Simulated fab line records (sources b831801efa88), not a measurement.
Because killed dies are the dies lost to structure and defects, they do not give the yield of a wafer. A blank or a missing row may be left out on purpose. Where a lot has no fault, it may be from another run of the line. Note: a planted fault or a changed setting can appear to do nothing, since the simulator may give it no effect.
Chamber matching    flow gf180mcu    4 sister chambers for GF_STI_CMP_25 on cmp-02
The step polishes, stops on Si3N4, t overpolish 33 s, target thk 524.6 nm. 4 wafers are shown with their chamber, then 7 later ones without.

== WAFERS PAIRED WITH THEIR CHAMBERS ==
wafer   chamber  motor_current_A (A)
L838.5  0        10.3
L838.6  1        9.5
L842.3  3        10.6
L842.4  2        12.8

== WAFERS WITHOUT THEIR CHAMBER ==
wafer   motor_current_A (A)
L842.5  10.8
L848.2  10.4
L848.3  12.2
L848.4  9.9
L852.2  10.2
L852.4  13.3
L852.5  12.5

== THE CHAMBER EACH PASSED THROUGH ==
wafer   from the rows above           in truth
L842.5  can't be placed: 3 or 0       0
L848.2  can't be placed: 0 or 3       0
L848.3  2                             2
L848.4  can't be placed: 0 or 1 or 3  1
L852.2  can't be placed: 0 or 3 or 1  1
L852.4  2                             2
L852.5  2                             2
Correctly placed: 3 of 7. From these rows, 4 cannot be placed; in 4 the true chamber is one of the candidates. 0 placed wrongly.
How it was worked out, from the rows above alone: a wafer's distance from a chamber is the root of the sum, over the readings, of the square of ((its reading less the chamber's mean) divided by the reading's scatter). If the next closest chamber is less than 2 further off than the closest, the wafer can't be placed; otherwise it belongs to the closest. A chamber's mean is the mean of its shown wafers. The scatter (one wafer shown for each chamber): square how far every hidden wafer sits from the nearest shown wafer, average those squares and take the square root.
